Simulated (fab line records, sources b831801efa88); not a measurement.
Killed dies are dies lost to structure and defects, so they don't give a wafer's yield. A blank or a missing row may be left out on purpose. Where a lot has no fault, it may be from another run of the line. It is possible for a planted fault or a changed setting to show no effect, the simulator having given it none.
Split-lot study || flow sfq-line || route with 325 steps; 5 lots, 23 wafers read

== SPLIT DETAILS ==
At SFQ_TRILAYER_M5_LITHO_COAT_123 (resist thk 600 nm), the setting resist-thk-nm was moved away from the recipe's 600 nm on 11 of the 23 wafers read, by -4.2% to +4.6%. The other wafers ran this setting at the recipe's value.

== FROM THE SPLIT TO THE READING: what the file shows between them, 4 steps ==
- SFQ_TRILAYER_M5_LITHO_SOFTBAKE_127
- SFQ_TRILAYER_M5_LITHO_EXPOSE_124: exposes mask M5, target cd 700 nm
- SFQ_TRILAYER_M5_LITHO_DEVELOP_125: time 60 s
- SFQ_TRILAYER_M5_BARC_OPEN_METAL_ETCH_161: etches BARC in O2, target depth 125 nm, time 41.7 s

== THE READING ==
KrF_of_TRILAYER_M5_LITHO_COAT_123.thk-nm (the simulator's own value, which no gauge read), in nm, at SFQ_TRILAYER_M5_ETCH_METAL_ETCH_126 (etches Nb in Cl2/BCl3, stops on SiO2, time 203.2 s, target depth 265 nm). No usual value for it is given in the file. Here, 12 wafers ran the recipe; their average is 369.8 nm with a standard deviation of 2.6 nm.

{"wafer": "L075.1", "tool, chamber at the split": "litho-track-04, 0", "resist-thk-nm as run, nm": 600, "against the recipe": "recipe", "KrF_of_TRILAYER_M5_LITHO_COAT_123.thk-nm, nm": 370.7, "against lot-mates on the recipe": "-"}
{"wafer": "L075.5", "tool, chamber at the split": "litho-track-04, 0", "resist-thk-nm as run, nm": 600, "against the recipe": "recipe", "KrF_of_TRILAYER_M5_LITHO_COAT_123.thk-nm, nm": 371.2, "against lot-mates on the recipe": "-"}
{"wafer": "L075.6", "tool, chamber at the split": "litho-track-04, 0", "resist-thk-nm as run, nm": 600, "against the recipe": "recipe", "KrF_of_TRILAYER_M5_LITHO_COAT_123.thk-nm, nm": 377.1, "against lot-mates on the recipe": "-"}
{"wafer": "L080.1", "tool, chamber at the split": "litho-track-03, 0", "resist-thk-nm as run, nm": 600, "against the recipe": "recipe", "KrF_of_TRILAYER_M5_LITHO_COAT_123.thk-nm, nm": 369.4, "against lot-mates on the recipe": "-"}
{"wafer": "L080.2", "tool, chamber at the split": "litho-track-03, 0", "resist-thk-nm as run, nm": 627.4, "against the recipe": "+4.6%", "KrF_of_TRILAYER_M5_LITHO_COAT_123.thk-nm, nm": 402.4, "against lot-mates on the recipe": "+33.6"}
{"wafer": "L080.3", "tool, chamber at the split": "litho-track-03, 0", "resist-thk-nm as run, nm": 600, "against the recipe": "recipe", "KrF_of_TRILAYER_M5_LITHO_COAT_123.thk-nm, nm": 368.2, "against lot-mates on the recipe": "-"}
{"wafer": "L080.4", "tool, chamber at the split": "litho-track-03, 0", "resist-thk-nm as run, nm": 627.4, "against the recipe": "+4.6%", "KrF_of_TRILAYER_M5_LITHO_COAT_123.thk-nm, nm": 404, "against lot-mates on the recipe": "+35.2"}
{"wafer": "L080.5", "tool, chamber at the split": "litho-track-03, 0", "resist-thk-nm as run, nm": 627.4, "against the recipe": "+4.6%", "KrF_of_TRILAYER_M5_LITHO_COAT_123.thk-nm, nm": 397.9, "against lot-mates on the recipe": "+29.1"}
{"wafer": "L081.2", "tool, chamber at the split": "litho-track-04, 0", "resist-thk-nm as run, nm": 574.5, "against the recipe": "-4.2%", "KrF_of_TRILAYER_M5_LITHO_COAT_123.thk-nm, nm": 338.5, "against lot-mates on the recipe": -30.5}
{"wafer": "L081.3", "tool, chamber at the split": "litho-track-04, 0", "resist-thk-nm as run, nm": 574.5, "against the recipe": "-4.2%", "KrF_of_TRILAYER_M5_LITHO_COAT_123.thk-nm, nm": 345.5, "against lot-mates on the recipe": -23.5}
{"wafer": "L081.4", "tool, chamber at the split": "litho-track-04, 0", "resist-thk-nm as run, nm": 600, "against the recipe": "recipe", "KrF_of_TRILAYER_M5_LITHO_COAT_123.thk-nm, nm": 368.1, "against lot-mates on the recipe": "-"}
{"wafer": "L081.5", "tool, chamber at the split": "litho-track-04, 0", "resist-thk-nm as run, nm": 574.5, "against the recipe": "-4.2%", "KrF_of_TRILAYER_M5_LITHO_COAT_123.thk-nm, nm": 343.9, "against lot-mates on the recipe": -25.1}
{"wafer": "L081.6", "tool, chamber at the split": "litho-track-04, 0", "resist-thk-nm as run, nm": 600, "against the recipe": "recipe", "KrF_of_TRILAYER_M5_LITHO_COAT_123.thk-nm, nm": 369.8, "against lot-mates on the recipe": "-"}
{"wafer": "L083.2", "tool, chamber at the split": "litho-track-03, 0", "resist-thk-nm as run, nm": 600, "against the recipe": "recipe", "KrF_of_TRILAYER_M5_LITHO_COAT_123.thk-nm, nm": 368.6, "against lot-mates on the recipe": "-"}
{"wafer": "L083.3", "tool, chamber at the split": "litho-track-03, 0", "resist-thk-nm as run, nm": 579.2, "against the recipe": "-3.5%", "KrF_of_TRILAYER_M5_LITHO_COAT_123.thk-nm, nm": 350.4, "against lot-mates on the recipe": -18.7}
{"wafer": "L083.4", "tool, chamber at the split": "litho-track-03, 0", "resist-thk-nm as run, nm": 600, "against the recipe": "recipe", "KrF_of_TRILAYER_M5_LITHO_COAT_123.thk-nm, nm": 369.5, "against lot-mates on the recipe": "-"}
{"wafer": "L083.5", "tool, chamber at the split": "litho-track-03, 0", "resist-thk-nm as run, nm": 579.2, "against the recipe": "-3.5%", "KrF_of_TRILAYER_M5_LITHO_COAT_123.thk-nm, nm": 348.9, "against lot-mates on the recipe": -20.2}
{"wafer": "L083.6", "tool, chamber at the split": "litho-track-03, 0", "resist-thk-nm as run, nm": 579.2, "against the recipe": "-3.5%", "KrF_of_TRILAYER_M5_LITHO_COAT_123.thk-nm, nm": 348, "against lot-mates on the recipe": -21.1}
{"wafer": "L085.1", "tool, chamber at the split": "litho-track-04, 0", "resist-thk-nm as run, nm": 600, "against the recipe": "recipe", "KrF_of_TRILAYER_M5_LITHO_COAT_123.thk-nm, nm": 370.9, "against lot-mates on the recipe": "-"}
{"wafer": "L085.2", "tool, chamber at the split": "litho-track-04, 0", "resist-thk-nm as run, nm": 600, "against the recipe": "recipe", "KrF_of_TRILAYER_M5_LITHO_COAT_123.thk-nm, nm": 366.4, "against lot-mates on the recipe": "-"}
{"wafer": "L085.4", "tool, chamber at the split": "litho-track-04, 0", "resist-thk-nm as run, nm": 576.4, "against the recipe": "-3.9%", "KrF_of_TRILAYER_M5_LITHO_COAT_123.thk-nm, nm": 345.8, "against lot-mates on the recipe": -22.6}
{"wafer": "L085.5", "tool, chamber at the split": "litho-track-04, 0", "resist-thk-nm as run, nm": 576.4, "against the recipe": "-3.9%", "KrF_of_TRILAYER_M5_LITHO_COAT_123.thk-nm, nm": 343.6, "against lot-mates on the recipe": -24.8}
{"wafer": "L085.6", "tool, chamber at the split": "litho-track-04, 0", "resist-thk-nm as run, nm": 600, "against the recipe": "recipe", "KrF_of_TRILAYER_M5_LITHO_COAT_123.thk-nm, nm": 367.8, "against lot-mates on the recipe": "-"}

FIT RESULTS
A straight line over all 23 wafers: KrF_of_TRILAYER_M5_LITHO_COAT_123.thk-nm changes by +6.55 nm for each +1% of resist-thk-nm; r = +0.99; the points scatter about the line by 2.6 nm.
The same after taking each lot's own level away (the mean of its wafers on the recipe; 23 wafers): +6.5 nm for each +1%; r = +0.99; scatter 2.4 nm.
That fit puts the effect of the largest move of resist-thk-nm on the reading at 30 nm.
Across the lots, their own levels run from 368.37 to 373.00 nm, a range of 1.8 times the standard deviation given above.
Consequently the slope shifts little with the lot-to-lot level, the two slopes agreeing.
Check: +30 nm against its lot-mates is what the line predicts for one of the wafers moved furthest among these (+4.6%) when that wafer is left out of the fit. Against them it came out at +33.6 nm.

== OTHER SPLITS APPLIED TO THESE WAFERS ==
Other splits were also applied to these wafers ahead of the reading. Each is held against what the fit with the lots' levels taken away leaves over:
{"other split on the same wafers": "SFQ_TRILAYER_I4_CMP_CMP_100 leave-above-ref-nm", "wafers away from the commonest value": 5, "r with KrF_of_TRILAYER_M5_LITHO_COAT_123.thk-nm (lot level and that fit taken away)": "+0.17"}
{"other split on the same wafers": "SFQ_TRILAYER_I4_VIA_LITHO_COAT_103 spin-rpm", "wafers away from the commonest value": 9, "r with KrF_of_TRILAYER_M5_LITHO_COAT_123.thk-nm (lot level and that fit taken away)": -0.02}
{"other split on the same wafers": "SFQ_TRILAYER_I4_VIA_BARC_OPEN_VIA_ETCH_146 source-w", "wafers away from the commonest value": 7, "r with KrF_of_TRILAYER_M5_LITHO_COAT_123.thk-nm (lot level and that fit taken away)": "+0.01"}
{"other split on the same wafers": "SFQ_TRILAYER_JJ_TRILAYER_DEP_SPUTTER_112 time-s", "wafers away from the commonest value": 7, "r with KrF_of_TRILAYER_M5_LITHO_COAT_123.thk-nm (lot level and that fit taken away)": "+0.07"}
{"other split on the same wafers": "SFQ_TRILAYER_JJ_CE_LITHO_COAT_119 resist-thk-nm", "wafers away from the commonest value": 8, "r with KrF_of_TRILAYER_M5_LITHO_COAT_123.thk-nm (lot level and that fit taken away)": "+0.02"}
{"other split on the same wafers": "SFQ_TRILAYER_JJ_CE_ETCH_RIE_118 icp-w", "wafers away from the commonest value": 6, "r with KrF_of_TRILAYER_M5_LITHO_COAT_123.thk-nm (lot level and that fit taken away)": -0.02}

== THE WHOLE CHAIN: every reading that the file lists as answering this split, in the file's order ==
{"step": "SFQ_TRILAYER_M5_LITHO_COAT_123", "what it does": "resist thk 600 nm", "reading": "KrF_of_TRILAYER_M5_LITHO_COAT_123.thk-nm (the simulator's own value, which no gauge read)", "change (the file's fit)": "+6.07 nm for each +1% of the setting", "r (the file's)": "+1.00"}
{"step": "SFQ_TRILAYER_M5_BARC_OPEN_METAL_ETCH_161", "what it does": "etches BARC in O2, target depth 125 nm, time 41.7 s", "reading": "KrF_of_TRILAYER_M5_LITHO_COAT_123.thk-nm (the simulator's own value, which no gauge read)", "change (the file's fit)": "+6.25 nm for each +1% of the setting", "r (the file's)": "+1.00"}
{"step": "SFQ_TRILAYER_M5_ETCH_METAL_ETCH_126", "what it does": "etches Nb in Cl2/BCl3, stops on SiO2, time 203.2 s, target depth 265 nm", "reading": "KrF_of_TRILAYER_M5_LITHO_COAT_123.thk-nm (the simulator's own value, which no gauge read)", "change (the file's fit)": "+6.37 nm for each +1% of the setting", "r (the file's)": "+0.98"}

== FILE'S OWN FIT ==
KrF_of_TRILAYER_M5_LITHO_COAT_123.thk-nm changes by +6.37 nm for each +1% of resist-thk-nm, r = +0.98.
